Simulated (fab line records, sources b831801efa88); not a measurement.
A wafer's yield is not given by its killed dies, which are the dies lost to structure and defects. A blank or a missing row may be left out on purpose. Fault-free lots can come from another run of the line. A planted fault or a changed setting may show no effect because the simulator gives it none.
Split-lot experiment :: flow sky130 :: 23 wafers read from 5 lots, route of 708 steps

== SPLIT DETAILS ==
At SKY_VIA2_EXPOSE_09 (exposes mask VIM2, target cd 200 nm), the setting dose-mj was moved away from the recipe's 38 on 10 of the 23 wafers read, by -5.0% to +6.7%. This setting was run at the recipe's value on the other wafers.

== FROM THE SPLIT TO THE READING: what the file shows between them, 2 steps ==
- SKY_VIA2_PEB_10
- SKY_VIA2_DEVELOP_11: develop time 61.04 s

== THE READING ==
cd-nm, in nm, at SKY_VIA2_CD_MEAS_12 (target cd 200 nm). A value of 200.2 nm with a standard deviation of 1 nm is what fault-free wafers of this fab line usually give.

wafer: L074.1
tool, chamber at the split: krf-scanner-01, 0
dose-mj as run: 36.11
against the recipe: -5.0%
cd-nm, nm: 190.1
against lot-mates on the recipe: -9.7

wafer: L074.2
tool, chamber at the split: krf-scanner-01, 0
dose-mj as run: 38
against the recipe: recipe
cd-nm, nm: 199.4
against lot-mates on the recipe: -

wafer: L074.4
tool, chamber at the split: krf-scanner-01, 0
dose-mj as run: 36.11
against the recipe: -5.0%
cd-nm, nm: 191.2
against lot-mates on the recipe: -8.6

wafer: L074.5
tool, chamber at the split: krf-scanner-01, 0
dose-mj as run: 38
against the recipe: recipe
cd-nm, nm: 200.0
against lot-mates on the recipe: -

wafer: L074.6
tool, chamber at the split: krf-scanner-01, 0
dose-mj as run: 38
against the recipe: recipe
cd-nm, nm: 200.0
against lot-mates on the recipe: -

wafer: L077.1
tool, chamber at the split: krf-scanner-01, 0
dose-mj as run: 40.55
against the recipe: +6.7%
cd-nm, nm: 212.6
against lot-mates on the recipe: +12.7

wafer: L077.2
tool, chamber at the split: krf-scanner-01, 0
dose-mj as run: 40.55
against the recipe: +6.7%
cd-nm, nm: 210.2
against lot-mates on the recipe: +10.3

wafer: L077.3
tool, chamber at the split: krf-scanner-01, 0
dose-mj as run: 40.55
against the recipe: +6.7%
cd-nm, nm: 212.7
against lot-mates on the recipe: +12.8

wafer: L077.4
tool, chamber at the split: krf-scanner-01, 0
dose-mj as run: 38
against the recipe: recipe
cd-nm, nm: 200.8
against lot-mates on the recipe: -

wafer: L077.6
tool, chamber at the split: krf-scanner-01, 0
dose-mj as run: 38
against the recipe: recipe
cd-nm, nm: 199.0
against lot-mates on the recipe: -

wafer: L083.4
tool, chamber at the split: krf-scanner-01, 0
dose-mj as run: 38
against the recipe: recipe
cd-nm, nm: 199.5
against lot-mates on the recipe: -

wafer: L083.5
tool, chamber at the split: krf-scanner-01, 0
dose-mj as run: 38
against the recipe: recipe
cd-nm, nm: 198.7
against lot-mates on the recipe: -

wafer: L083.6
tool, chamber at the split: krf-scanner-01, 0
dose-mj as run: 38
against the recipe: recipe
cd-nm, nm: 198.7
against lot-mates on the recipe: -

wafer: L081.1
tool, chamber at the split: krf-scanner-02, 0
dose-mj as run: 39.09
against the recipe: +2.9%
cd-nm, nm: 206.0
against lot-mates on the recipe: +5.8

wafer: L081.2
tool, chamber at the split: krf-scanner-02, 0
dose-mj as run: 39.09
against the recipe: +2.9%
cd-nm, nm: 205.0
against lot-mates on the recipe: +4.8

wafer: L081.4
tool, chamber at the split: krf-scanner-02, 0
dose-mj as run: 38
against the recipe: recipe
cd-nm, nm: 200.2
against lot-mates on the recipe: -

wafer: L081.5
tool, chamber at the split: krf-scanner-02, 0
dose-mj as run: 38
against the recipe: recipe
cd-nm, nm: 199.8
against lot-mates on the recipe: -

wafer: L081.6
tool, chamber at the split: krf-scanner-02, 0
dose-mj as run: 38
against the recipe: recipe
cd-nm, nm: 200.6
against lot-mates on the recipe: -

wafer: L085.1
tool, chamber at the split: krf-scanner-01, 0
dose-mj as run: 38
against the recipe: recipe
cd-nm, nm: 202.0
against lot-mates on the recipe: -

wafer: L085.2
tool, chamber at the split: krf-scanner-01, 0
dose-mj as run: 36.14
against the recipe: -4.9%
cd-nm, nm: 192.7
against lot-mates on the recipe: -8.2

wafer: L085.3
tool, chamber at the split: krf-scanner-01, 0
dose-mj as run: 36.14
against the recipe: -4.9%
cd-nm, nm: 191.5
against lot-mates on the recipe: -9.4

wafer: L085.4
tool, chamber at the split: krf-scanner-01, 0
dose-mj as run: 36.14
against the recipe: -4.9%
cd-nm, nm: 193.4
against lot-mates on the recipe: -7.5

wafer: L085.6
tool, chamber at the split: krf-scanner-01, 0
dose-mj as run: 38
against the recipe: recipe
cd-nm, nm: 199.9
against lot-mates on the recipe: -

FIT RESULTS
A straight line over all 23 wafers: cd-nm changes by +1.73 nm for each +1% of dose-mj; r = +0.99; the points scatter about the line by 1 nm.
The same after taking each lot's own level away (the mean of its wafers on the recipe; 23 wafers): +1.78 nm for each +1%; r = +0.99; scatter 0.76 nm.
That fit puts the effect of the largest move of dose-mj on the reading at 12 nm.
Across the lots, their own levels run from 198.97 to 200.95 nm, a range of 2.0 times the standard deviation given above.
So the lot-to-lot level changes the slope little: the two slopes agree.
Check: with one of the wafers moved furthest among these (+6.7%) left out of the fit, the line predicts +11.8 nm for it against its lot-mates. Against them it came out at +12.7 nm.

== THE OTHER SPLITS THESE WAFERS WENT THROUGH ==
Before the reading, these wafers also passed through other splits. Each is held against what the fit with the lots' levels taken away leaves over:
other split on the same wafers: SKY_METAL2_COAT_10 resist-thk-nm
wafers away from the commonest value: 7
r with cd-nm (lot level and that fit taken away): +0.00

other split on the same wafers: SKY_METAL2_DEVELOP_14 dev-temp-c
wafers away from the commonest value: 11
r with cd-nm (lot level and that fit taken away): +0.08

other split on the same wafers: SKY_VIA2_CMP_02 leave-above-ref-nm
wafers away from the commonest value: 8
r with cd-nm (lot level and that fit taken away): -0.23

== THE WHOLE CHAIN: every reading that the file lists as answering this split, in the file's order ==
step: SKY_VIA2_DEVELOP_11
what it does: develop time 61.04 s
reading: VIA2.cd-nm (the simulator's own value, which no gauge read)
change (the file's fit): +1.77 nm for each +1% of the setting
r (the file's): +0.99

step: SKY_VIA2_CD_MEAS_12
what it does: target cd 200 nm
reading: cd-nm
change (the file's fit): +1.78 nm for each +1% of the setting
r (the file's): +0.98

== THE FILE'S OWN FIT ==
cd-nm changes by +1.78 nm for each +1% of dose-mj, r = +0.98.
